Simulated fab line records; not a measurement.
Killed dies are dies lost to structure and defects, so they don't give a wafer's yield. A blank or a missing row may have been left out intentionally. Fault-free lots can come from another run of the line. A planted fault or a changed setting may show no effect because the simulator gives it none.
Comparing a struck lot with a sound one ; flow gf180mcu ; 22 steps out of a route of 602
Sound: these wafers, L702.4, L702.5, L702.6. Struck: wafers L693.1, L693.2, L693.5. Last of all comes the cause.
For every step that has rows: the tool of each side, followed by ch and its chambers, followed by its first start. Under that, the readings that differ: sound wafers ; struck wafers ; difference of the means ; sigmas: that difference in standard deviations of wafers without a fault.
alike: readings with means less than 2 such deviations apart, plus words and numbers identical on both sides. not compared: withheld readings, readings lacking a value on some wafer, bounds such as >300 that could conceal the same value, and numbers that have no deviation in the record and whose values overlap.
Wherever a step has rows on one side only, a row that says differs or no value, or a row with sigmas, the two part there. When numbers do not overlap yet have no deviation, they are printed without sigmas and do not part them. A reading missing from all wafers of one side parts the sides only when that side holds two or more wafers.

GF_VT_IMPLANT_RTA_45: time 30 s.
  sound on rtp_anneal-01 ch 0, day 11 10:43; struck on rtp_anneal-02 ch 0, day 9 01:01
reading;sound;struck;difference;sigmas
lamp_power_pct (%);36.9 37.0 36.9;31.7 31.7 31.6;-5.3;-2
  alike: wafer_temp_C_max
GF_VT_IMPLANT_RS_MEAS_46: measurement is done with a four-point probe.
  sound on film_metro-01 at day 11 10:50; struck on film_metro-01 at day 9 01:13
  alike: MVSD_RS
GF_VT_IMPLANT_RS_MEAS_47: measurement is done with a four-point probe.
  sound on film_metro-01 at day 11 10:57; struck on film_metro-01 at day 9 01:20
  alike: NWELL_RS
GF_VT_IMPLANT_RS_MEAS_48: measurement is done with a four-point probe.
  sound on film_metro-01 at day 11 11:04; struck on film_metro-01 at day 9 01:27
  alike: LVPWELL_RS
GF_VT_IMPLANT_RS_MEAS_49: measurement is done with a four-point probe.
  sound on film_metro-01 at day 11 11:11; struck on film_metro-01 at day 9 01:34
reading;sound;struck;difference;sigmas
MVPSD_RS (ohm/sq);1164 1162 1164;1172 1172 1170;+8;+3
then, 4 steps without rows for these wafers: GF_VT_IMPLANT_WET_ETCH_50 (etches SiO2 in dHF, target depth 20 nm, time 400 s); GF_DUAL_GATE_CLEAN_00 (cleans in SC1/SC2, time 150 s); GF_DUAL_GATE_CLEAN_01 (cleans in dHF, time 20 s); GF_DUAL_GATE_OXIDATION_02 (stabilise 600 s, purge 300 s, target thk 10.887 nm).
GF_DUAL_GATE_THK_MEAS_03:
  sound on film_metro-04 at day 11 13:07; struck on film_metro-02 at day 9 03:19
  alike: DUAL_GATE_OXIDATION_00_THK
then, 2 steps without rows for these wafers: GF_DUAL_GATE_DEHYDRATE_04 (time 60 s); GF_DUAL_GATE_HMDS_05 (prime time 60 s).
GF_DUAL_GATE_COAT_06: resist thk 1000 nm.
  sound on litho_track-02 ch 0, day 11 22:20; struck on litho_track-03 ch 0, day 9 11:22
reading;sound;struck;difference;sigmas
spin_speed_rpm (rpm);2999.1 3001.3 2999.1;2626.8 2628.7 2631.5;-370.8;-99 or more
model.NOVOLAK_of_DUAL_GATE_COAT_06.thk_nm (nm);1003 998.6 998.3;1069 1070 1067;+69;
  alike: chill_plate_temp_C
then, 3 steps without rows for these wafers: GF_DUAL_GATE_SOFTBAKE_07 (time 60 s); GF_DUAL_GATE_EXPOSE_08 (exposes mask Dualgate, target cd 700 nm); GF_DUAL_GATE_PEB_09.
GF_DUAL_GATE_DEVELOP_10: develop time 60 s.
  sound on litho_track-03 ch 0, day 12 08:20; struck on litho_track-01 ch 0, day 9 20:40
reading;sound;struck;difference;sigmas
model.NOVOLAK_of_DUAL_GATE_COAT_06.thk_nm (nm);999.4 994.9 994.6;1065 1066 1063;+68;
  alike: chill_plate_temp_C
GF_DUAL_GATE_OVL_MEAS_11:
  sound on overlay-01 at day 12 08:26; struck on overlay-02 at day 9 20:49
  alike: DUAL_GATE_OVL
then, 1 step without rows for these wafers: GF_DUAL_GATE_WET_ETCH_12 (etches SiO2 in dHF, target depth 13 nm, time 260 s).
GF_DUAL_GATE_STRIP_13: strips in O2/N2.
  sound on plasma_asher-02 ch 0,1, day 12 08:34; struck on plasma_asher-02 ch 0,1, day 9 20:55
reading;sound;struck;difference;sigmas
strip_time_to_endpoint_s (s);12.63 12.58 12.56;13.30 13.31 13.27;+0.70;+22
  alike: drypump_motor_current_A, heater_power_w, oes_product_au
  not compared: rf_hours_counter_h
then, 1 step without rows for these wafers: GF_DUAL_GATE_CLEAN_14 (cleans in SC1/SC2, time 150 s).
-- record jumps: 21 days separate the struck wafers' starts on either side; left off in module DUAL_GATE, taken up again in module PASSIVATION, whose first shown step is the route's number 602 --
GF_PASSIVATION_PROBE_99:
  only the struck wafers here have rows in the record (prober-01, day 30 16:36); the sound ones have none

WHERE THEY PART
Earliest at GF_VT_IMPLANT_RTA_45; latest, in this record, at GF_PASSIVATION_PROBE_99.

WHY: the cause the simulator had injected
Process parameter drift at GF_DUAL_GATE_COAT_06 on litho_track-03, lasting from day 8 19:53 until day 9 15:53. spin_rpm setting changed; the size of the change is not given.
